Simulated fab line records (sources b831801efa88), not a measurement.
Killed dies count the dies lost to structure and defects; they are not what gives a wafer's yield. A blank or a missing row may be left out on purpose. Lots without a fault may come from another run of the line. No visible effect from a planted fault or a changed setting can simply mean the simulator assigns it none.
Tool commonality check | flow gf180mcu | 36 wafers sampled across 12 lots

== REASON IT WAS OPENED ==
On 2 of the 12 lots, a flag is raised at GF_HV_LDD_CD_MEAS_19 on the reading cd-nm. No-fault wafers: 399.5 nm, standard deviation 1.8.
Rule: flag the lot when none of its wafers has a number, or when each of its wafers that has one lies beyond 4 standard deviations from that mean. The rest of the lots are taken to be sound.

lot  | measured     | on        | cd-nm (nm), wafer by wafer | flag
L849 | day 10 20:44 | cd-sem-02 | 399.5 400.5 398.1          |
L850 | day 11 03:50 | cd-sem-01 | 402.5 401.6 400.7          |
L851 | day 11 09:45 | cd-sem-02 | 397.5 395.5 396.2          |
L853 | day 12 02:06 | cd-sem-02 | 400.3 400.8 398.1          |
L854 | day 12 09:37 | cd-sem-02 | 396.9 399.0 396.7          |
L855 | day 12 12:25 | cd-sem-01 | 399.5 401.2 400.8          |
L856 | day 13 01:04 | cd-sem-01 | 403.1 401.2 401.3          |
L857 | day 13 06:58 | cd-sem-01 | 401.5 400.7 401.5          |
L862 | day 14 19:39 | cd-sem-02 | 403.0 402.7 398.8          |
L865 | day 15 21:49 | cd-sem-01 | 397.1 399.1 397.9          |
L870 | day 17 10:07 | cd-sem-01 | 418.2 419.8 417.5          | FLAGGED
L871 | day 17 17:19 | cd-sem-01 | 423.3 421.8 420.5          | FLAGGED
The numbers of the flagged lots are 420.2 nm on average: +20.7 nm against the usual, or +11 standard deviations.

== WHICH TOOL RAN EACH LOT ==
2 process steps preceding the reading are held in the record, out of 602 steps in the route. Every cell lists first the tool, next ch and the chambers used by the sampled wafers, and last the start.
lot  | flag    | GF_VT_IMPLANT_RTA_45             | GF_HV_LDD_COAT_14
L849 |         | rtp-anneal-02 ch 0, day 7 14:43  | litho-track-03 ch 0, day 10 11:26
L850 |         | rtp-anneal-02 ch 0, day 7 19:49  | litho-track-03 ch 0, day 10 18:35
L851 |         | rtp-anneal-02 ch 0, day 8 03:10  | litho-track-01 ch 0, day 11 00:01
L853 |         | rtp-anneal-02 ch 0, day 8 16:29  | litho-track-02 ch 0, day 11 16:30
L854 |         | rtp-anneal-02 ch 0, day 8 21:31  | litho-track-03 ch 0, day 12 00:02
L855 |         | rtp-anneal-01 ch 0, day 9 03:21  | litho-track-02 ch 0, day 12 02:15
L856 |         | rtp-anneal-01 ch 0, day 9 14:04  | litho-track-02 ch 0, day 12 15:15
L857 |         | rtp-anneal-01 ch 0, day 9 19:42  | litho-track-02 ch 0, day 12 21:00
L862 |         | rtp-anneal-02 ch 0, day 11 02:34 | litho-track-01 ch 0, day 14 09:10
L865 |         | rtp-anneal-01 ch 0, day 12 01:24 | litho-track-01 ch 0, day 15 10:34
L870 | FLAGGED | rtp-anneal-02 ch 0, day 13 08:58 | litho-track-03 ch 0, day 16 22:19
L871 | FLAGGED | rtp-anneal-02 ch 0, day 13 16:55 | litho-track-03 ch 0, day 17 05:08
What these steps do:
- GF_VT_IMPLANT_RTA_45: time 30 s.
- GF_HV_LDD_COAT_14: resist thk 1000 nm.
- GF_HV_LDD_CD_MEAS_19: target cd 400 nm.

== FLAGGED OVER TOTAL, TOOL BY TOOL (the gauges that took the reading come last) ==
step                 | tool           | lots run | flagged | share of the flagged lots | sound lots run after its first flagged lot
GF_VT_IMPLANT_RTA_45 | rtp-anneal-01  | 4        | 0       | none                      | -
GF_VT_IMPLANT_RTA_45 | rtp-anneal-02  | 8        | 2       | all                       | 0
GF_HV_LDD_COAT_14    | litho-track-01 | 3        | 0       | none                      | -
GF_HV_LDD_COAT_14    | litho-track-02 | 4        | 0       | none                      | -
GF_HV_LDD_COAT_14    | litho-track-03 | 5        | 2       | all                       | 0
GF_HV_LDD_CD_MEAS_19 | cd-sem-01      | 7        | 2       | all                       | 0
GF_HV_LDD_CD_MEAS_19 | cd-sem-02      | 5        | 0       | none                      | -

== THE TABLE: WHAT IT ALLOWS ==
All flagged lots were run by 3 table rows, namely rtp-anneal-02 at GF_VT_IMPLANT_RTA_45, litho-track-03 at GF_HV_LDD_COAT_14, cd-sem-01 at GF_HV_LDD_CD_MEAS_19.
- rtp-anneal-02 at GF_VT_IMPLANT_RTA_45: 2 of its 8 lots flagged. It ran its last sound lot, L862, at day 11 02:34 and its first flagged lot, L870, at day 13 08:58: a fault with its onset between the two fits.
- litho-track-03 at GF_HV_LDD_COAT_14: 2 of its 5 lots flagged. It ran its last sound lot, L854, at day 12 00:02 and its first flagged lot, L870, at day 16 22:19: a fault with its onset between the two fits.
- cd-sem-01 at GF_HV_LDD_CD_MEAS_19: 2 of its 7 lots flagged. It ran its last sound lot, L865, at day 15 21:49 and its first flagged lot, L870, at day 17 10:07: a fault with its onset between the two fits.
Counting lots can't tell these 3 tools apart, because each fits a fault that began at some hour. More lots, or a look at what each step does to the wafer, might.

== WHAT THE SIMULATOR HAD INSERTED ==
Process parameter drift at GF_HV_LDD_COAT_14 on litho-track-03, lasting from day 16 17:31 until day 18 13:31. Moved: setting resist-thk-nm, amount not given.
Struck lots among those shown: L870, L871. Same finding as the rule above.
